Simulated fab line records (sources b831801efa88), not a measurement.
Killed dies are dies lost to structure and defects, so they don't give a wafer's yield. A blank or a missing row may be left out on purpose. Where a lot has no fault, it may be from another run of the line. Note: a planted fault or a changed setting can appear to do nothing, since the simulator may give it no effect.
Comparing a struck lot with a sound one    flow gf180mcu    21 out of 602 route steps
Sound: these wafers, L714.4, L714.5, L714.6. Struck: wafers L727.2, L727.3, L727.4. The cause is named last.
Order at every step that has rows: each side's tool, ch and its chambers, its first start. Under that, the readings that differ: sound wafers    struck wafers    difference of the means    sigmas: that difference in standard deviations of wafers without a fault.
alike: a reading whose means differ by less than 2 such deviations, as well as words and numbers matching on both sides. not compared: withheld readings; readings where some wafer has no value; bounds like >300 that might hide an equal value; numbers whose values overlap and for which the record gives no deviation.
The two part at a step that has a row with sigmas, a row that says differs or no value, or rows on one side only. Numbers that have no deviation but don't overlap get no sigmas and don't part them. A reading missing from all wafers of one side parts the sides only when that side holds two or more wafers.

GF_V1_THK_MEAS_25: measures by xrf.
  sound: film_metro-02 at day 19 17:54; struck: film_metro-01 at day 24 00:18
  alike: V1_W_THK
GF_V1_CMP_26: polishes, stops on SiO2, t overpolish 15 s, target thk 0 nm.
  sound on cmp-01 ch 0,1, day 19 17:56; struck on cmp-01 ch 1,2,3, day 24 00:24
reading                 sound     struck    difference  sigmas
time_to_endpoint_s (s)  91 87 95  85 82 82  -8          -2
  alike: motor_current_A, overpolish_run_s
then, 1 step without rows for these wafers: GF_M2_SPUTTER_00 (material Ti, target thk 37.5 nm, time 150 s).
GF_M2_SPUTTER_01: material TiN, target thk 30 nm, time 25 s.
  sound: pvd_sputter-03 at day 19 18:20; struck: pvd_sputter-04 at day 24 00:45
  alike: throttle_valve_pct
then, 1 step without rows for these wafers: GF_M2_SPUTTER_02 (material AlCu, target thk 450 nm, time 23.9 s).
GF_M2_SPUTTER_03: material Ti, target thk 10 nm, time 6.7 s.
  sound: pvd_sputter-03 at day 19 18:23; struck: pvd_sputter-04 at day 24 00:49
  alike: throttle_valve_pct
GF_M2_SPUTTER_04: material TiN, target thk 50 nm, time 41.7 s.
  sound: pvd_sputter-03 at day 19 18:25; struck: pvd_sputter-04 at day 24 00:50
  alike: throttle_valve_pct
GF_M2_RS_MEAS_05: measures by four-point-probe.
  sound: film_metro-04 at day 19 18:31; struck: film_metro-01 at day 24 00:54
  alike: M2_ALCU_RS
GF_M2_THK_MEAS_06: measures by xrf.
  sound: film_metro-04 at day 19 18:36; struck: film_metro-01 at day 24 01:01
  alike: M2_ALCU_THK
then, 3 steps without rows for these wafers: GF_M2_DEHYDRATE_07 (time 60 s); GF_M2_HMDS_08 (prime time 60 s); GF_M2_COAT_09 (resist thk 1000 nm).
GF_M2_SOFTBAKE_10: time 60 s.
  sound on litho_track-01 ch 0, day 20 05:53; struck on litho_track-01 ch 0, day 24 11:22
reading                              sound                 struck                difference  sigmas
heater_power_total_W (W)             93.04 93.12 93.02     101.80 101.80 101.87  +8.76       +99 or more
plate_temp_C (C)                     130.06 130.07 130.03  139.22 139.39 139.25  +9.23       +71
model.KrF_of_M2_COAT_09.thk_nm (nm)  999.2 1003 1003       986.5 983.2 985.9     -16.5       
then, 3 steps without rows for these wafers: GF_M2_EXPOSE_11 (exposes mask Metal2, target cd 280 nm); GF_M2_PEB_12 (peb time 90 s); GF_M2_DEVELOP_13 (develop time 60 s).
GF_M2_CD_MEAS_14 targets a cd of 280 nm.
  sound: cd_sem-01 at day 20 18:10; struck: cd_sem-01 at day 24 22:58
reading     sound              struck             difference  sigmas
cd_nm (nm)  279.4 280.1 278.6  247.2 246.9 247.7  -32.1       -29
GF_M2_OVL_MEAS_15:
  sound: overlay-01 at day 20 18:14; struck: overlay-01 at day 24 23:05
  alike: M2_OVL
GF_M2_METAL_ETCH_16: etches the open film in Cl2/BCl3, stops on SiO2, target depth 627.5 nm, time 104.6 s.
  sound on rie_metal-01 ch 0,1, day 20 18:17; struck on rie_metal-01 ch 0,1, day 24 23:07
reading                              sound              struck             difference  sigmas
model.M2.cd_nm (nm)                  282.6 278.9 279.7  247.5 253.6 247.8  -30.8       
model.KrF_of_M2_COAT_09.thk_nm (nm)  732.8 738.6 736.5  722.6 719.8 725    -13.5       
  alike: chamber_pressure_mTorr, drypump_motor_current_A, oes_product_au, throttle_valve_pct
  not compared: rf_hours_counter_h
GF_M2_STRIP_17: strips in O2/N2.
  sound on plasma_asher-03 ch 0,1, day 20 18:24; struck on plasma_asher-03 ch 0,1, day 24 23:13
reading                       sound           struck          difference  sigmas
strip_time_to_endpoint_s (s)  7.85 7.90 7.90  7.77 7.73 7.78  -0.12       -3
  alike: chamber_pressure_mTorr, drypump_motor_current_A, heater_power_w, oes_product_au
  not compared: rf_hours_counter_h
-- the record jumps here: 9 days lie between the struck wafers' starts before and after (it left off in module M2 and takes up again in module PASSIVATION, whose first step shown is number 602 of the route) --
GF_PASSIVATION_PROBE_99:
  sound: prober-02 at day 30 04:53; struck: prober-01 at day 33 13:59
reading                         sound                 struck                difference  sigmas
model.etest.met2.width_nm (nm)  282.2 279.7 282.7     248.4 252.7 245.1     -32.8       
model.etest.met2.line_ohm_um    0.2533 0.2551 0.2522  0.2925 0.2832 0.2867  +0.0339     

WHERE THEY PART
At GF_V1_CMP_26 first; at GF_M2_STRIP_17 last (within this record only).

WHY: what the simulator had put in
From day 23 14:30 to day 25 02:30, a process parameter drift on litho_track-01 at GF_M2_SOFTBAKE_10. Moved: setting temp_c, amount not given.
